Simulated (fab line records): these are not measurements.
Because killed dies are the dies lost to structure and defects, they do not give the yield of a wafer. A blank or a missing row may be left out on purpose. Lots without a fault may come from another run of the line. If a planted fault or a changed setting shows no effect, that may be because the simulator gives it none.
Split-lot study / flow sky130 / 23 wafers read from 5 lots, route of 708 steps

ON THE SPLIT
At SKY_CAPM_COAT_07 (resist thk 1140 nm), the setting resist thk nm was moved away from the recipe's 1140 nm on 11 of the 23 wafers read, by -5.4% to +2.5%. All remaining wafers had this setting at the recipe value.

Reading taken at the split's own step.

THE READING
NOVOLAK_of_CAPM_COAT_07.thk nm (the simulator's own value, which no gauge read), in nm, at SKY_CAPM_COAT_07 (resist thk 1140 nm). The file gives no usual value for it. Average 1142 nm, standard deviation 3.1 nm, over the 12 wafers here run with the recipe.

wafer=L077.2; tool, chamber at the split=litho track-02, 0; resist thk nm as run, nm=1140; against the recipe=recipe; NOVOLAK_of_CAPM_COAT_07.thk nm, nm=1142; against lot-mates on the recipe=-
wafer=L077.3; tool, chamber at the split=litho track-02, 0; resist thk nm as run, nm=1140; against the recipe=recipe; NOVOLAK_of_CAPM_COAT_07.thk nm, nm=1142; against lot-mates on the recipe=-
wafer=L077.5; tool, chamber at the split=litho track-02, 0; resist thk nm as run, nm=1140; against the recipe=recipe; NOVOLAK_of_CAPM_COAT_07.thk nm, nm=1142; against lot-mates on the recipe=-
wafer=L080.1; tool, chamber at the split=litho track-03, 0; resist thk nm as run, nm=1168; against the recipe=+2.5%; NOVOLAK_of_CAPM_COAT_07.thk nm, nm=1171; against lot-mates on the recipe=+25
wafer=L080.2; tool, chamber at the split=litho track-03, 0; resist thk nm as run, nm=1140; against the recipe=recipe; NOVOLAK_of_CAPM_COAT_07.thk nm, nm=1145; against lot-mates on the recipe=-
wafer=L080.6; tool, chamber at the split=litho track-03, 0; resist thk nm as run, nm=1140; against the recipe=recipe; NOVOLAK_of_CAPM_COAT_07.thk nm, nm=1145; against lot-mates on the recipe=-
wafer=L080.3; tool, chamber at the split=litho track-03, 0; resist thk nm as run, nm=1140; against the recipe=recipe; NOVOLAK_of_CAPM_COAT_07.thk nm, nm=1147; against lot-mates on the recipe=-
wafer=L080.5; tool, chamber at the split=litho track-03, 0; resist thk nm as run, nm=1168; against the recipe=+2.5%; NOVOLAK_of_CAPM_COAT_07.thk nm, nm=1172; against lot-mates on the recipe=+26
wafer=L081.1; tool, chamber at the split=litho track-03, 0; resist thk nm as run, nm=1140; against the recipe=recipe; NOVOLAK_of_CAPM_COAT_07.thk nm, nm=1139; against lot-mates on the recipe=-
wafer=L081.2; tool, chamber at the split=litho track-03, 0; resist thk nm as run, nm=1079; against the recipe=-5.4%; NOVOLAK_of_CAPM_COAT_07.thk nm, nm=1079; against lot-mates on the recipe=-62
wafer=L081.4; tool, chamber at the split=litho track-03, 0; resist thk nm as run, nm=1079; against the recipe=-5.4%; NOVOLAK_of_CAPM_COAT_07.thk nm, nm=1079; against lot-mates on the recipe=-62
wafer=L081.3; tool, chamber at the split=litho track-03, 0; resist thk nm as run, nm=1079; against the recipe=-5.4%; NOVOLAK_of_CAPM_COAT_07.thk nm, nm=1078; against lot-mates on the recipe=-63
wafer=L081.5; tool, chamber at the split=litho track-03, 0; resist thk nm as run, nm=1140; against the recipe=recipe; NOVOLAK_of_CAPM_COAT_07.thk nm, nm=1143; against lot-mates on the recipe=-
wafer=L082.2; tool, chamber at the split=litho track-01, 0; resist thk nm as run, nm=1113; against the recipe=-2.4%; NOVOLAK_of_CAPM_COAT_07.thk nm, nm=1113; against lot-mates on the recipe=-26
wafer=L082.6; tool, chamber at the split=litho track-01, 0; resist thk nm as run, nm=1113; against the recipe=-2.4%; NOVOLAK_of_CAPM_COAT_07.thk nm, nm=1113; against lot-mates on the recipe=-26
wafer=L082.3; tool, chamber at the split=litho track-01, 0; resist thk nm as run, nm=1140; against the recipe=recipe; NOVOLAK_of_CAPM_COAT_07.thk nm, nm=1140; against lot-mates on the recipe=-
wafer=L082.4; tool, chamber at the split=litho track-01, 0; resist thk nm as run, nm=1113; against the recipe=-2.4%; NOVOLAK_of_CAPM_COAT_07.thk nm, nm=1116; against lot-mates on the recipe=-24
wafer=L082.5; tool, chamber at the split=litho track-01, 0; resist thk nm as run, nm=1140; against the recipe=recipe; NOVOLAK_of_CAPM_COAT_07.thk nm, nm=1139; against lot-mates on the recipe=-
wafer=L084.1; tool, chamber at the split=litho track-02, 0; resist thk nm as run, nm=1116; against the recipe=-2.1%; NOVOLAK_of_CAPM_COAT_07.thk nm, nm=1109; against lot-mates on the recipe=-28
wafer=L084.2; tool, chamber at the split=litho track-02, 0; resist thk nm as run, nm=1116; against the recipe=-2.1%; NOVOLAK_of_CAPM_COAT_07.thk nm, nm=1114; against lot-mates on the recipe=-23
wafer=L084.4; tool, chamber at the split=litho track-02, 0; resist thk nm as run, nm=1116; against the recipe=-2.1%; NOVOLAK_of_CAPM_COAT_07.thk nm, nm=1110; against lot-mates on the recipe=-27
wafer=L084.5; tool, chamber at the split=litho track-02, 0; resist thk nm as run, nm=1140; against the recipe=recipe; NOVOLAK_of_CAPM_COAT_07.thk nm, nm=1136; against lot-mates on the recipe=-
wafer=L084.6; tool, chamber at the split=litho track-02, 0; resist thk nm as run, nm=1140; against the recipe=recipe; NOVOLAK_of_CAPM_COAT_07.thk nm, nm=1138; against lot-mates on the recipe=-

FIT RESULTS
A straight line over all 23 wafers: NOVOLAK_of_CAPM_COAT_07.thk nm changes by +12 nm for each +1% of resist thk nm; r = +0.99; the points scatter about the line by 3.3 nm.
The same after taking each lot's own level away (the mean of its wafers on the recipe; 23 wafers): +11.4 nm for each +1%; r = +1.00; scatter 1.7 nm.
On that fit, the largest move of resist thk nm shifts the reading by 61 nm.
Measured against the standard deviation above, the lots' own levels, which go from 1137.0 to 1145.7 nm, span 2.8 times it.
The two slopes agree, so the slope changes little with the lot-to-lot level.
Check: with one of the wafers moved furthest among these (-5.4%) left out of the fit, the line predicts -61.4 nm for it against its lot-mates. It came out at -62 nm against them.

FURTHER SPLITS ON THESE WAFERS
Before the reading, these wafers also passed through other splits. Each is held against what the fit with the lots' levels taken away leaves over:
other split on the same wafers=SKY_METAL2_EXPOSE_12 dose mj; wafers away from the commonest value=7; r with NOVOLAK_of_CAPM_COAT_07.thk nm (lot level and that fit taken away)=-0.17
other split on the same wafers=SKY_VIA2_COAT_06 resist thk nm; wafers away from the commonest value=10; r with NOVOLAK_of_CAPM_COAT_07.thk nm (lot level and that fit taken away)=-0.31
other split on the same wafers=SKY_VIA2_ETCH_14 ion energy ev; wafers away from the commonest value=7; r with NOVOLAK_of_CAPM_COAT_07.thk nm (lot level and that fit taken away)=+0.20
other split on the same wafers=SKY_VIA2_CVD_21 temp c; wafers away from the commonest value=9; r with NOVOLAK_of_CAPM_COAT_07.thk nm (lot level and that fit taken away)=+0.10
other split on the same wafers=SKY_METAL3_SPUTTER_02 chamber pressure pa; wafers away from the commonest value=15; r with NOVOLAK_of_CAPM_COAT_07.thk nm (lot level and that fit taken away)=-0.14

THE WHOLE CHAIN: every reading that the file lists as answering this split, in the file's order
step=SKY_CAPM_COAT_07; what it does=resist thk 1140 nm; reading=NOVOLAK_of_CAPM_COAT_07.thk nm (the simulator's own value, which no gauge read); change (the file's fit)=+11.5 nm for each +1% of the setting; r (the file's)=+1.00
step=SKY_CAPM_STRIP_14; what it does=strips in O2/N2; reading=strip time to endpoint s; change (the file's fit)=withheld for each +1% of the setting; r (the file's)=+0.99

FILE'S OWN FIT
NOVOLAK_of_CAPM_COAT_07.thk nm changes by +11.5 nm for each +1% of resist thk nm, r = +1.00.
